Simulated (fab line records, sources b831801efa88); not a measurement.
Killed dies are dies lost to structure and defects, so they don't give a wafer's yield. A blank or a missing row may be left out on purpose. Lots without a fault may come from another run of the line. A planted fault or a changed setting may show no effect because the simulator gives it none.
Chamber matching | flow gf180mcu | GF_V3_CMP_04 on cmp-01: 4 sister chambers
The step polishes SiO2. 27 wafers are shown with their chamber, then 12 later ones without.

WAFERS WITH THEIR CHAMBER
wafer  | chamber | motor_current_A (A) | time_to_endpoint_s (s)
L074.2 | 0       | 13.8                | 87
L074.3 | 1       | 13.9                | 79
L074.5 | 1       | 12.8                | 90
L075.2 | 3       | 12.2                | 84
L075.3 | 0       | 13.1                | 83
L075.6 | 1       | 13.7                | 91
L076.1 | 3       | 12.2                | 81
L076.3 | 1       | 13.0                | 75
L076.5 | 1       | 13.0                | 87
L078.1 | 3       | 12.1                | 88
L078.3 | 0       | 13.6                | 88
L078.6 | 2       | 11.7                | 92
L077.1 | 1       | 14.1                | 83
L077.2 | 2       | 11.7                | 92
L077.6 | 1       | 13.3                | 90
L079.3 | 1       | 13.5                | 85
L079.4 | 0       | 12.8                | 91
L079.6 | 0       | 12.6                | 88
L080.1 | 2       | 11.2                | 83
L080.2 | 3       | 11.8                | 79
L080.6 | 0       | 12.8                | 82
L082.2 | 1       | 13.6                | 76
L082.4 | 2       | 11.4                | 81
L082.6 | 0       | 13.0                | 76
L083.3 | 2       | 11.1                | 83
L083.5 | 2       | 11.0                | 91
L083.6 | 1       | 13.4                | 89

SIGNATURES (means of the wafers above)
reading            | chamber 0 | chamber 1 | chamber 2 | chamber 3 | scatter within a chamber
motor_current_A    | 13.100    | 13.430    | 11.350    | 12.075    | 0.379
time_to_endpoint_s | 85.00     | 84.50     | 87.00     | 83.00     | 5.34
Rule: a wafer's distance from a chamber is the root of the sum, over the readings, of the square of ((its reading less the chamber's mean) divided by the reading's scatter). The wafer belongs to the nearest chamber; if the next one is less than 2 further off, it can't be placed. The scatter: the root of (the sum of the squares of (reading less its chamber's mean) over the shown wafers, divided by (wafers less chambers)).

WAFERS WITHOUT THEIR CHAMBER
wafer  | motor_current_A (A) | time_to_endpoint_s (s)
L085.3 | 12.3                | 74
L085.5 | 13.2                | 91
L085.6 | 10.4                | 81
L090.3 | 11.3                | 77
L090.4 | 12.6                | 77
L090.6 | 13.5                | 79
L092.2 | 12.2                | 70
L092.4 | 12.8                | 79
L092.6 | 12.9                | 72
L096.1 | 11.5                | 73
L096.3 | 12.0                | 72
L096.6 | 11.2                | 80

WHICH CHAMBER EACH WENT THROUGH
wafer  | from the rows above               | in truth
L085.3 | can't be placed: 3 or 0 or 2 or 1 | 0
L085.5 | can't be placed: 0 or 1           | 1
L085.6 | can't be placed: 2 or 3           | 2
L090.3 | can't be placed: 2 or 3           | 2
L090.4 | can't be placed: 3 or 0 or 1      | 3
L090.6 | can't be placed: 1 or 0           | 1
L092.2 | can't be placed: 3 or 0 or 2 or 1 | 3
L092.4 | can't be placed: 0 or 1 or 3      | 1
L092.6 | can't be placed: 0 or 1 or 3      | 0
L096.1 | can't be placed: 3 or 2           | 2
L096.3 | can't be placed: 3 or 2 or 0      | 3
L096.6 | can't be placed: 2 or 3           | 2
Placed correctly: 0 of 12. Can't be placed from these rows: 12 (the true chamber is among the candidates in 12). Placed wrongly: 0.
